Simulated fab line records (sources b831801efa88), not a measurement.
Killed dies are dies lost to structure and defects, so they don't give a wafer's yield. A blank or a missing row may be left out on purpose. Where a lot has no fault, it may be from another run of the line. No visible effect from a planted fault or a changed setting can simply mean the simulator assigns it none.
Check of tool commonality | flow gf180mcu | Sampled: 11 lots, 33 wafers

## WHY IT WAS OPENED
GF_V3_RS_MEAS_24, reading V3_W_RS: flagged on 2 of 11 lots. Fault-free wafers read 0.330 ohm/sq, with a standard deviation of 0.0042.
Rule: flag the lot when none of its wafers has a number, or when each of its wafers that has one lies beyond 4 standard deviations from that mean. As for the other lots, they are considered sound.

lot  | measured     | on            | V3_W_RS (ohm/sq), wafer by wafer | flag
L787 | day 23 17:58 | film_metro-01 | 0.332 0.322 0.324                |
L788 | day 24 08:56 | film_metro-04 | 0.282 0.281 0.279                | FLAGGED
L789 | day 24 13:07 | film_metro-04 | 0.329 0.325 0.330                |
L790 | day 24 17:15 | film_metro-01 | 0.279 0.277 0.280                | FLAGGED
L798 | day 27 12:07 | film_metro-02 | 0.330 0.327 0.327                |
L799 | day 27 21:22 | film_metro-02 | 0.330 0.331 0.333                |
L801 | day 28 04:57 | film_metro-01 | 0.329 0.327 0.328                |
L802 | day 28 12:23 | film_metro-02 | 0.330 0.332 0.327                |
L803 | day 28 21:01 | film_metro-04 | 0.330 0.328 0.328                |
L804 | day 29 01:10 | film_metro-01 | 0.325 0.322 0.323                |
L806 | day 29 13:40 | film_metro-02 | 0.326 0.326 0.322                |
The numbers of the flagged lots are 0.280 ohm/sq on average: -0.050 ohm/sq against the usual, or -12 standard deviations.

## LOT BY LOT: THE TOOL USED
The record keeps 1 process step preceding the reading, out of 602 steps on the route. Read each cell as the tool, then ch plus the chambers that the sampled wafers visited, then the start.
lot  | flag    | GF_V3_CVD_23
L787 |         | cvd_w-01 ch 0,1, day 23 17:51
L788 | FLAGGED | cvd_w-01 ch 0,1, day 24 08:48
L789 |         | cvd_w-02 ch 0,1, day 24 12:59
L790 | FLAGGED | cvd_w-01 ch 1, day 24 17:07
L798 |         | cvd_w-01 ch 0, day 27 12:00
L799 |         | cvd_w-02 ch 0,1, day 27 21:15
L801 |         | cvd_w-01 ch 0,1, day 28 04:50
L802 |         | cvd_w-02 ch 0,1, day 28 12:16
L803 |         | cvd_w-01 ch 0,1, day 28 20:54
L804 |         | cvd_w-01 ch 0,1, day 29 01:02
L806 |         | cvd_w-01 ch 0,1, day 29 13:33
What the steps here do:
- GF_V3_CVD_23: deposits W, target thk 350 nm, time 104.9 s.
- GF_V3_RS_MEAS_24: measures by four-point-probe.

## FLAGGED AGAINST TOTAL, ONE TOOL AT A TIME (gauges that did the reading follow at the end)
step             | tool          | lots run | flagged | share of the flagged lots | sound lots run after its first flagged lot
GF_V3_CVD_23     | cvd_w-01      | 8        | 2       | all                       | 5 (L798,L801,L803,L804,L806)
GF_V3_CVD_23     | cvd_w-02      | 3        | 0       | none                      | -
GF_V3_RS_MEAS_24 | film_metro-01 | 4        | 1       | some                      | 2 (L801,L804)
GF_V3_RS_MEAS_24 | film_metro-02 | 4        | 0       | none                      | -
GF_V3_RS_MEAS_24 | film_metro-04 | 3        | 1       | some                      | 2 (L789,L803)

## WHAT THE TABLE ALLOWS
In the table, 1 row covers all flagged lots: cvd_w-01 at GF_V3_CVD_23.
- cvd_w-01 at GF_V3_CVD_23: 2 of its 8 lots flagged. After the first flagged lot (L798, L801, L803, L804, L806), sound lots still ran on it; a lasting fault on the whole tool would not permit that. Its own readings lie more than 4 standard deviations out on every wafer of the flagged lots: susceptor_temp_C.
There is no row in the table that ran each flagged lot and no sound lot after the first.

## WHAT THE SIMULATOR HAD PUT IN
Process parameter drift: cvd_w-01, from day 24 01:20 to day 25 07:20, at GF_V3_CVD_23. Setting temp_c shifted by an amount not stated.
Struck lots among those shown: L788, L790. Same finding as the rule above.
